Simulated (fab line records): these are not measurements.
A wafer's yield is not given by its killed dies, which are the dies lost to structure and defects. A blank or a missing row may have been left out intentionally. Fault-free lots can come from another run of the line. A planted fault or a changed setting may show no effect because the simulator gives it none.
A lot that was struck, set against a sound lot | flow sky130 | 34 steps out of a route of 708
Sound: the wafers L905.1, L905.2, L905.3. Struck: wafer L891.1; the same lot's L891.3 was not struck, so it is left out; see the end for the cause.
Each step with rows lists, per side, the tool, then ch with its chambers, then its first start. Under that, the readings that differ: sound wafers | struck wafers | difference of the means | sigmas: that difference in standard deviations of wafers without a fault.
alike: a reading whose means differ by less than 2 such deviations, as well as words and numbers matching on both sides. not compared: withheld readings; readings where some wafer has no value; bounds like >300 that might hide an equal value; numbers whose values overlap and for which the record gives no deviation.
Wherever a step has rows on one side only, a row that says differs or no value, or a row with sigmas, the two part there. Numbers that don't overlap but have no deviation are shown without sigmas and don't part them. A reading missing from all wafers of one side parts the sides only when that side holds two or more wafers.

first, 8 steps without rows for these wafers: SKY_LOCAL_INTERCONNECT_ETCH_13 (etches BARC in N2/H2, stops on SiO2, time 45.9 s, target depth 60 nm); SKY_LOCAL_INTERCONNECT_METAL_ETCH_14 (etches TiN in Cl2/BCl3, stops on PSG, target depth 110 nm, time 31.4 s); SKY_LOCAL_INTERCONNECT_STRIP_15 (strips in O2/N2); SKY_LOCAL_INTERCONNECT_STRIP_16 (strips in post etch residue remover, time 1200 s); SKY_LOCAL_INTERCONNECT_CLEAN_17 (cleans in IPA, time 180 s); SKY_LOCAL_INTERCONNECT_CLEAN_18 (cleans in O3/DIW); SKY_CONTACT_CVD_00 (deposits Si3N4, target thk 75 nm); SKY_CONTACT_HDPCVD_02 (deposits SiO2, target thk 565 nm, time 94.2 s).
SKY_CONTACT_CMP_04: polishes SiO2.
  sound on cmp-02 ch 0,1,3, day 39 11:50; struck on cmp-01 ch 1, day 33 03:17
  reading                                     | sound           | struck | difference | sigmas
  time to endpoint s (s)                      | 76 94 88        | 106    | +20        | +3
  model.SiO2_of_CONTACT_HDPCVD_02.thk nm (nm) | 339.1 342 340.6 | 418    | +77        |
  alike: head pressure psi, motor current A
then, 9 steps without rows for these wafers: SKY_CONTACT_DEHYDRATE_06 (time 60 s); SKY_CONTACT_HMDS_07 (prime time 60 s); SKY_CONTACT_COAT_08 (resist thk 60 nm); SKY_CONTACT_COAT_09 (resist thk 450 nm); SKY_CONTACT_SOFTBAKE_10 (time 90 s); SKY_CONTACT_EXPOSE_11 (exposes mask CTM1, target cd 170 nm); SKY_CONTACT_PEB_12; SKY_CONTACT_DEVELOP_13 (develop time 60 s); SKY_CONTACT_ETCH_16 (etches BARC in N2/H2, stops on SiO2, time 45.9 s, target depth 60 nm).
SKY_CONTACT_ETCH_17: etches SiO2 in C4F8/O2/Ar, stops on Si3N4, target depth 340 nm.
  sound on rie diel-04 ch 0,1,2, day 40 13:56; struck on rie diel-01 ch 2, day 34 07:37
  reading                             | sound             | struck | difference | sigmas
  oes product au (a.u.)               | 0.884 0.895 0.897 | 1.003  | +0.111     | +22
  model.etch.depth nm (nm)            | 339.1 342 340.6   | 410.2  | +69.6      |
  model.CONTACT.feature depth nm (nm) | 339.1 342 340.6   | 410.2  | +69.6      |
then, 13 steps without rows for these wafers: SKY_CONTACT_ETCH_18 (etches Si3N4 in CHF3/O2, stops on TiN, time 39 s, target depth 75 nm); SKY_CONTACT_STRIP_19 (strips in O2/N2); SKY_CONTACT_STRIP_20 (strips in post etch residue remover, time 1200 s); SKY_CONTACT_CLEAN_21 (cleans in IPA, time 180 s); SKY_CONTACT_CLEAN_22 (cleans in O3/DIW); SKY_CONTACT_SPUTTER_23 (material TiN, target thk 20 nm, time 80 s); SKY_CONTACT_CVD_24 (deposits W, target thk 340 nm, time 102.12 s); SKY_CONTACT_CMP_27 (polishes, stops on SiO2, t overpolish 15 s, target thk 0 nm); SKY_METAL1_SPUTTER_00 (material Ti, target thk 15 nm, time 10 s); SKY_METAL1_SPUTTER_01 (material TiN, target thk 20 nm, time 16.7 s); SKY_METAL1_SPUTTER_02 (material AlCu, target thk 250 nm, time 13.3 s); SKY_METAL1_SPUTTER_03 (material Ti, target thk 5 nm, time 3.3 s); SKY_METAL1_SPUTTER_04 (material TiN, target thk 70 nm, time 58.3 s).
SKY_METAL1_METAL_ETCH_19: etches the open film in Cl2/BCl3, stops on SiO2, target depth 360 nm, time 78 s.
  sound on rie metal-02 ch 0,1, day 41 17:36; struck on rie metal-02 ch 0, day 35 12:06
  reading                                     | sound             | struck | difference | sigmas
  model.SiO2_of_CONTACT_HDPCVD_02.thk nm (nm) | 325.3 327.7 326.8 | 404    | +77        |
  alike: drypump motor current A, oes product au, throttle valve pct
  not compared: rf hours counter h
-- the record jumps here: 13 days lie between the struck wafers' starts before and after (it left off in module METAL1 and takes up again in module PAD_OPEN, whose first step shown is number 708 of the route) --
SKY_PAD_OPEN_PROBE_99:
  struck on prober-01, day 48 11:54; sound on prober-01, day 52 17:26
  reading             | sound    | struck | difference | sigmas
  killed at contacts  | 25 31 18 | 131    | +106       | +21
  killed at front end | 13 13 15 | 24     | +10        | +2
  killed dies         | 88 87 79 | 188    | +103       | +11
  killed on rim       | 18 22 15 | 37     | +19        | +5
  alike: killed_at_M0_to_M3, killed_at_M4_up, killed at other, killed open, killed short

== WHERE THEY PART ==
First at SKY_CONTACT_CMP_04; last, within this record, at SKY_PAD_OPEN_PROBE_99.

WHY: what the simulator had put in
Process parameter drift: cmp-01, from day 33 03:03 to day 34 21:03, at SKY_CONTACT_CMP_04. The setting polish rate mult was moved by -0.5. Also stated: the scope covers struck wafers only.
